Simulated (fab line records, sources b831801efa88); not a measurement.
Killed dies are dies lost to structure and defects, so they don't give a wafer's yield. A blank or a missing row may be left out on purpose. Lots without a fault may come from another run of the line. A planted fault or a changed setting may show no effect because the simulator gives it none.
fab line records | flow sky130
record lots=5 wafers=15 last_day=49
route steps=708 shown DNWELL@37 PWDE@45 NWELL@56
lots that met no fault: from a run of the same line without faults
start_h: hours from the record's first day to the start of the lot's first wafer shown | wait_h: hours since the lot's step before | " the same as in the row above | L1.1+2: a row that stands for several wafers | - no value, or no start given | * or withheld: withheld | < > ~ a bound
route shown NAME@n: a module of which the file shows steps, and the number in the route of the first | usual: mean/standard deviation of fault-free wafers | same: alike in all rows | chamber/n: place in a boat | sites: the reading at each site | _std_site: their standard deviation | _edge_site: outer sites' mean less inner sites' | radius_mm: how far each site lies from the wafer's centre | mask NAME#n: copy n | behind: the tool/chamber that last shaped the wafer | hold: why the lot was held/for how many hours/how that ended | device: the transistor (n, p or np) that didn't switch | end of line: the same wafers' tests at the end of the route | a step without rows: its recipe alone | killed: dies lost to structure and defects at the first sort, not the wafer's yield | map: a wafer's dies, x killed, . not, _ none there
set.NAME: the setting as run; set.NAME@STEP: as run at that earlier step | model.NAME: the simulator's own value behind a step, which no gauge read
lots at some steps of the route; a table a step, a row a wafer
services: from which hour (start_h, from the record's first day; less than 0 if before it) a tool's chamber was out of use, for how many hours, and why
## steps
# step SKY_DNWELL_COAT_02
# recipe spin_rpm=2000 resist_thk_nm=3000
# step SKY_DNWELL_SOFTBAKE_03
# recipe temp_c=110 time_s=withheld
# step SKY_DNWELL_EXPOSE_04
# recipe mask_id=DNM na=0.57 target_cd_nm=3000 dose_mj=222
# step SKY_DNWELL_PEB_05
# recipe temp_c=115 time_s=withheld
# step SKY_DNWELL_DEVELOP_06
# recipe wall_angle_deg=90 developer=TMAH develop_time_s=60 dev_temp_c=23
# step SKY_DNWELL_IMPLANT_07
# recipe species=P energy_kev=withheld dose_cm2=withheld tilt_deg=withheld
# step SKY_DNWELL_STRIP_08
# recipe chemistry=O2/N2 power_w=1400 pressure_mtorr=1500 platen_temp_c=withheld o2_flow_sccm=3000 n2_flow_sccm=300 overash_fraction=0.5
# usual drypump_motor_current_A=5.8/0.42 o2_flow_sccm=3001/10 oes_product_au=0.722/0.0045 strip_time_to_endpoint_s=36.92/0.11
# same overash_fraction=0.5
# columns lot.wafer tool chamber start_h wait_h drypump_motor_current_A o2_flow_sccm oes_product_au rf_hours_counter_h strip_time_to_endpoint_s
L194.1 plasma_asher-04 0 57.04 0.1 5.8 2997 0.728 38 36.83
L194.4 " 1 " " 5.7 3005 0.722 - 36.91
L194.5 " 1 " " 5.7 2999 0.725 - 36.98
L204.3 plasma_asher-04 1 112.22 0.1 5.8 3013 0.715 - 36.78
L204.5 " 0 " " 5.8 2995 0.722 - 36.70
L204.6 " 1 " " 5.7 2996 0.729 - 36.76
L207.1 plasma_asher-03 1 147.78 0.1 5.6 3006 0.720 3 36.91
L207.2 " 0 " " 5.2 3006 0.726 3 36.85
L207.5 " 1 " " 5.5 3006 0.721 - 36.94
L209.4 plasma_asher-01 0 159.02 0.1 5.5 3011 0.720 - 36.68
L209.5 " 1 " " 6.6 2990 0.723 - 36.66
L209.6 " 0 " " 5.6 3009 0.715 - 36.69
L210.2 plasma_asher-04 1 159.04 0.1 5.7 2982 0.712 49 36.85
L210.3 " 0 " " 5.8 2992 0.720 - 36.91
L210.4 " 1 " " 5.7 2982 0.720 - 36.82
# step SKY_DNWELL_TW_MEAS_09
# usual DNWELL_TW=1108/6.8
# columns lot.wafer tool chamber start_h wait_h DNWELL_TW
L194.1 film_metro-04 - 57.14 0.1 1115
L194.4 " - " " 1115
L194.5 " - " " 1110
L204.3 film_metro-04 - 112.30 0.1 1105
L204.5 " - " " 1104
L204.6 " - " " 1102
L207.1 film_metro-02 - 147.88 0.1 1098
L207.2 " - " " 1103
L207.5 " - " " 1104
L209.4 film_metro-01 - 159.12 0.1 1106
L209.5 " - " " 1101
L209.6 " - " " 1094
L210.2 film_metro-02 - 159.15 0.1 1116
L210.3 " - " " 1106
L210.4 " - " " 1108
# step SKY_PWDE_DEHYDRATE_00
# recipe temp_c=200 time_s=60
# step SKY_PWDE_HMDS_01
# recipe prime_time_s=60 prime_temp_c=120
# step SKY_PWDE_COAT_02
# recipe spin_rpm=2000 resist_thk_nm=3000
# step SKY_PWDE_SOFTBAKE_03
# recipe temp_c=110 time_s=withheld
# step SKY_PWDE_EXPOSE_04
# recipe mask_id=PWDEM na=0.6 source_shape=conventional sigma_outer=0.6 polarization=unpolarized target_cd_nm=840 dose_mj=214
# columns lot.wafer tool chamber start_h wait_h mask
L194.1+4+5 iline_stepper-01 0 65.56 - PWDEM#0
L204.3+5+6 iline_stepper-02 0 120.80 - PWDEM#0
L207.1+2+5 iline_stepper-02 0 157.05 - NWM#0
L209.4+5+6 iline_stepper-02 0 169.08 - PWDEM#0
L210.2+3+4 iline_stepper-01 0 169.29 - PWDEM#0
# step SKY_PWDE_PEB_05
# recipe temp_c=115 time_s=withheld
# step SKY_PWDE_DEVELOP_06
# recipe wall_angle_deg=90 developer=TMAH develop_time_s=60 dev_temp_c=23
# step SKY_PWDE_OVL_MEAS_07
# usual PWDE_OVL=-0.5/1.5
# columns lot.wafer tool chamber start_h wait_h PWDE_OVL[nm]
L194.1 overlay-01 - 73.44 - 0.4
L194.4 " - " " -1.2
L194.5 " - " " -0.4
L204.3 overlay-01 - 129.55 - -0.9
L204.5 " - " " -3.1
L204.6 " - " " -2.5
L207.1 overlay-01 - 165.68 - -
L207.2 " - " " -
L207.5 " - " " -
L209.4 overlay-01 - 178.44 - 1.4
L209.5 " - " " -2.5
L209.6 " - " " 0.1
L210.2 overlay-01 - 178.78 - 0.3
L210.3 " - " " -2.1
L210.4 " - " " -0.9
# step SKY_PWDE_IMPLANT_08
# recipe species=B energy_kev=150 dose_cm2=3.6e+12 tilt_deg=withheld
# step SKY_PWDE_STRIP_09
# recipe chemistry=O2/N2 power_w=1400 pressure_mtorr=1500 platen_temp_c=withheld o2_flow_sccm=3000 n2_flow_sccm=300 overash_fraction=0.5
# usual drypump_motor_current_A=5.8/0.46 o2_flow_sccm=3000/8 oes_product_au=0.722/0.0041 strip_time_to_endpoint_s=36.91/0.092
# same overash_fraction=0.5
# columns lot.wafer tool chamber start_h wait_h drypump_motor_current_A o2_flow_sccm oes_product_au rf_hours_counter_h strip_time_to_endpoint_s
L194.1 plasma_asher-01 0 73.62 0.1 5.6 3009 0.728 37 36.96
L194.4 " 1 " " 6.6 3005 0.722 - 36.91
L194.5 " 1 " " 6.6 3007 0.723 - 36.94
L204.3 plasma_asher-02 1 129.75 0.1 6.1 3009 0.721 - 36.93
L204.5 " 1 " " 6.1 3003 0.723 - 36.90
L204.6 " 0 " " 6.0 2996 0.716 - 36.95
L207.1 plasma_asher-03 0 166.08 0.1 5.2 3004 0.722 5 36.89
L207.2 " 1 " " 5.6 2994 0.722 5 36.94
L207.5 " 1 " " 5.6 3001 0.729 - 36.88
L209.4 plasma_asher-03 0 178.64 0.1 5.2 3008 0.724 - 36.89
L209.5 " 1 " " 5.6 2991 0.720 - 36.84
L209.6 " 0 " " 5.2 3011 0.725 - 36.95
L210.2 plasma_asher-01 0 178.96 0.1 5.6 2993 0.721 48 36.65
L210.3 " 0 " " 5.6 3001 0.731 - 36.75
L210.4 " 1 " " 6.6 2991 0.726 - 36.74
# step SKY_PWDE_TW_MEAS_10
# usual PWDE_TW=372.3/2.7
# columns lot.wafer tool chamber start_h wait_h PWDE_TW
L194.1 film_metro-04 - 73.72 0.1 369.1
L194.4 " - " " 372.4
L194.5 " - " " 374.0
L204.3 film_metro-01 - 129.84 0.1 376.1
L204.5 " - " " 376.3
L204.6 " - " " 377.3
L207.1 film_metro-02 - 166.18 0.1 29.7
L207.2 " - " " 29.5
L207.5 " - " " 29.7
L209.4 film_metro-04 - 178.74 0.1 373.5
L209.5 " - " " 372.3
L209.6 " - " " 373.1
L210.2 film_metro-04 - 179.07 0.1 372.6
L210.3 " - " " 372.7
L210.4 " - " " 370.2
# step SKY_NWELL_DEHYDRATE_03
# recipe temp_c=200 time_s=60
## services
# columns tool chamber start_h hours kind
iline_stepper-02 - 44.12 2.1 pm
iline_stepper-02 - 46.20 - consumable_replace:lamp
plasma_asher-03 - 108.75 9.0 pm
plasma_asher-03 0 108.75 9.0 vent_cycle
plasma_asher-03 1 108.75 9.0 vent_cycle
iline_stepper-02 - 111.05 1.7 pm
plasma_asher-03 0 117.75 - clean
plasma_asher-03 1 117.75 - clean
iline_stepper-02 - 138.11 1.6 repair
iline_stepper-02 - 142.89 5.6 repair
plasma_asher-04 - 161.13 4.4 repair
plasma_asher-02 - 163.91 2.8 pm
## key
first_sign step=SKY_PWDE_EXPOSE_04 reading=mask direction=changed
effect step=SKY_PWDE_OVL_MEAS_07 reading=PWDE_OVL direction=missing
effect step=SKY_PWDE_TW_MEAS_10 reading=PWDE_TW direction=down sigmas=99+ usual=372.3 struck=29.6
met_at SKY_PWDE_EXPOSE_04
struck_wafers L207.1,L207.2,L207.5
sort_left_out L207.1,L207.2,L207.5
tester_left_out L207
onset_between 120.80 157.05
fault kind=wrong_mask tool=any chamber=- onset_h=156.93 steps=SKY_PWDE_EXPOSE_04 aux_copy=NWM#0 scope=struck_lots_only
# tester_left_out: of these lots the tester's yield and bins aren't shown, on N5 and GAA mostly nor the transistor test; their killed dies are dies lost to structure and defects alone, not to doping, threshold or leakage, so they don't give the yield
# sort_left_out: the simulated sort isn't trusted on such a fault, so these wafers' sort isn't shown, and their yield isn't known
